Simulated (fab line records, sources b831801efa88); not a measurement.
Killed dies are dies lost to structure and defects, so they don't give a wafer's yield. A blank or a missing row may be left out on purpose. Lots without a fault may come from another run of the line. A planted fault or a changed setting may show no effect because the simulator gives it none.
A struck lot beside a sound one | flow sky130 | 43 steps out of a route of 708
Sound: wafers L133.1, L133.2, L133.6. Struck: wafers L145.1, L145.3, L145.5. The cause comes at the end.
At each step with rows: each side's tool, then ch and its chambers, then its first start. Under that, the readings that differ: sound wafers | struck wafers | difference of the means | sigmas: that difference in standard deviations of wafers without a fault.
alike: readings whose means differ by less than 2 such deviations, and words and numbers that are the same on both sides. not compared: withheld readings, readings that some wafer has no value for, bounds like >300 that may hide the same value, and numbers for which the record gives no deviation and whose values overlap.
The two part at a step that has a row with sigmas, a row that says differs or no value, or rows on one side only. Numbers that don't overlap but have no deviation are shown without sigmas and don't part them. A reading that every wafer of one side lacks parts them only if that side has two wafers or more.

first, 2 steps without rows for these wafers: SKY_POLY_GATE_CLEAN_19 (cleans in SC1/SC2, time 150 s); SKY_POLY_GATE_OXIDATION_20 (stabilise 600 s, purge 300 s, target thk 4 nm).
SKY_POLY_GATE_THK_MEAS_21:
  sound on film_metro-02, day 18 06:09; struck on film_metro-02, day 21 01:01
  alike: POLY_GATE_OXIDATION_THK
SKY_POLY_GATE_CD_MEAS_22:
  sound on cd_sem-02, day 18 06:19; struck on cd_sem-02, day 21 01:10
  alike: cd_nm
then, 7 steps without rows for these wafers: SKY_LDD_N_DEHYDRATE_00 (time 60 s); SKY_LDD_N_HMDS_01 (prime time 60 s); SKY_LDD_N_COAT_02 (resist thk 300 nm); SKY_LDD_N_SOFTBAKE_03 (time 60 s); SKY_LDD_N_EXPOSE_04 (exposes mask NTM, target cd 840 nm); SKY_LDD_N_PEB_05; SKY_LDD_N_DEVELOP_06 (develop time 60 s).
SKY_LDD_N_OVL_MEAS_07:
  sound on overlay-02, day 19 12:09; struck on overlay-01, day 22 07:18
  alike: LDD_N_OVL
SKY_LDD_N_IMPLANT_08:
  sound on implanter-04 ch 0, day 19 12:11; struck on implanter-02 ch 0, day 22 07:20
then, 7 steps without rows for these wafers: SKY_LDD_N_IMPLANT_09; SKY_LDD_N_IMPLANT_10; SKY_LDD_N_IMPLANT_11; SKY_LDD_N_IMPLANT_12; SKY_LDD_N_IMPLANT_13; SKY_LDD_N_IMPLANT_14; SKY_LDD_N_IMPLANT_15.
SKY_LDD_N_STRIP_16: strips in O2/N2.
  sound on plasma_asher-03 ch 0,1, day 19 13:23; struck on plasma_asher-04 ch 0, day 22 08:32
  alike: drypump_motor_current_A, oes_product_au, strip_time_to_endpoint_s
  not compared: rf_hours_counter_h
SKY_LDD_N_TW_MEAS_17:
  sound on film_metro-01, day 19 13:29; struck on film_metro-03, day 22 08:38
  alike: LDD_N_TW
then, 7 steps without rows for these wafers: SKY_LDD_P_DEHYDRATE_00 (time 60 s); SKY_LDD_P_HMDS_01 (prime time 60 s); SKY_LDD_P_COAT_02 (resist thk 1140 nm); SKY_LDD_P_SOFTBAKE_03 (time 60 s); SKY_LDD_P_EXPOSE_04 (exposes mask PSDM, target cd 380 nm); SKY_LDD_P_PEB_05; SKY_LDD_P_DEVELOP_06 (develop time 60 s).
SKY_LDD_P_CD_MEAS_07: target cd 380 nm.
  sound on cd_sem-02, day 20 20:14; struck on cd_sem-02, day 23 13:59
  alike: cd_nm
SKY_LDD_P_OVL_MEAS_08:
  sound on overlay-02, day 20 20:22; struck on overlay-02, day 23 14:07
  alike: LDD_P_OVL
then, 1 step without rows for these wafers: SKY_LDD_P_IMPLANT_09.
SKY_LDD_P_STRIP_10: strips in O2/N2.
  sound on plasma_asher-02 ch 0,1, day 20 20:33; struck on plasma_asher-03 ch 0,1, day 23 14:18
  alike: drypump_motor_current_A, oes_product_au, strip_time_to_endpoint_s
  not compared: rf_hours_counter_h
SKY_LDD_P_TW_MEAS_11:
  sound on film_metro-03, day 20 20:39; struck on film_metro-03, day 23 14:24
  alike: LDD_P_TW
then, 7 steps without rows for these wafers: SKY_LDD_HVN_DEHYDRATE_00 (time 60 s); SKY_LDD_HVN_HMDS_01 (prime time 60 s); SKY_LDD_HVN_COAT_02 (resist thk 300 nm); SKY_LDD_HVN_SOFTBAKE_03 (time 60 s); SKY_LDD_HVN_EXPOSE_04 (exposes mask HVNTM, target cd 700 nm); SKY_LDD_HVN_PEB_05; SKY_LDD_HVN_DEVELOP_06 (develop time 60 s).
SKY_LDD_HVN_OVL_MEAS_07:
  sound on overlay-02, day 22 02:46; struck on overlay-01, day 24 20:01
  alike: LDD_HVN_OVL
-- the record jumps here: 25 days lie between the struck wafers' starts before and after (it left off in module LDD_HVN and takes up again in module PAD_OPEN, whose first step shown is number 708 of the route) --
SKY_PAD_OPEN_PROBE_99:
  sound on prober-02, day 47 02:42; struck on prober-02, day 49 08:19
  alike: killed_at_M0_to_M3, killed_at_M4_up, killed_at_contacts, killed_at_front_end, killed_at_other, killed_dies, killed_open, killed_short
  not compared: model.etest.tip_n.rs_ohm_sq

WHERE THEY PART
Nowhere in this record.

WHY: what the simulator had put in
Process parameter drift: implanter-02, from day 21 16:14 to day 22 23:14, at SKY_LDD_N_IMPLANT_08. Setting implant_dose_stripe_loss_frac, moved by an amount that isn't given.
